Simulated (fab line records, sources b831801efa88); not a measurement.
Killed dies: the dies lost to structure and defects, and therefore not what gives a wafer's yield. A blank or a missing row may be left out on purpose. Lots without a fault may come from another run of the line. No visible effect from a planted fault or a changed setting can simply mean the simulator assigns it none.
2 desks looking at one fault    flow sky130    what lay behind the numbers comes last; until then each desk has only its own

DESK OF THE TOOL OWNER: cmp-02
The tool's own readings at SKY_FIELD_ISO_CMP_27 (polishes, stops on Si3N4, t overpolish 16 s, target thk 457.8 nm): means of the sampled wafers that have a number, for each lot that ran on this tool. A lot is out of limits, marked OUT, if its mean lies more than 4 standard deviations from the usual mean; the brackets give that distance.
Columns: A = edge-zone-pressure-frac at SKY_FIELD_ISO_CMP_27, usual 1.000; B = motor-current-A at SKY_FIELD_ISO_CMP_27, usual 12.2 A; C = overpolish-run-s at SKY_FIELD_ISO_CMP_27, usual 15.999 s; D = time-to-endpoint-s at SKY_FIELD_ISO_CMP_27, usual 108 s
lot   first seen here  A      B     C       D
L709  day 3 00:49      1.002  11.8  15.996  110
L710  day 3 07:00      1.001  12.9  15.993  115
L712  day 3 18:03      1.003  12.5  16.003  112
L718  day 4 23:45      1.004  12.2  16.001  103
Result from this desk: across the 4 lots, nothing is out of limits.

METROLOGY DESK
Means of the sampled wafers that have a number, per lot and without regard to the tool the lot ran on: this is what the gauges read. A lot is out of limits, marked OUT, if its mean lies more than 4 standard deviations from the usual mean; the brackets give that distance.
Columns: A = METAL5_ALCU_RS at SKY_METAL5_RS_MEAS_05, usual 0.0271 ohm/sq; B = PASSIVATION_CVD_00_THK at SKY_PASSIVATION_THK_MEAS_01, usual 90.3 nm
lot   first seen here  A       B
L706  day 43 06:52     0.0274  90.5
L707  day 43 08:16     0.0271  90.8
L708  day 43 18:32     0.0275  89.6
L709  day 43 22:09     0.0271  89.7
L710  day 44 03:56     0.0267  91.0
L712  day 45 03:17     0.0268  88.4
L718  day 46 09:37     0.0269  90.7
L719  day 46 15:01     0.0272  92.0
L721  day 47 02:35     0.0271  91.4
L722  day 47 02:57     0.0275  88.8
L724  day 47 21:25     0.0270  91.1
L727  day 48 16:58     0.0272  89.8
L729  day 48 22:46     0.0270  91.0
Result from this desk: across the 13 lots, nothing is out of limits.

BROUGHT TOGETHER
The tool owner's desk saw nothing out of limits.
The metrology desk saw nothing out of limits.

WHAT THE SIMULATOR PUT IN
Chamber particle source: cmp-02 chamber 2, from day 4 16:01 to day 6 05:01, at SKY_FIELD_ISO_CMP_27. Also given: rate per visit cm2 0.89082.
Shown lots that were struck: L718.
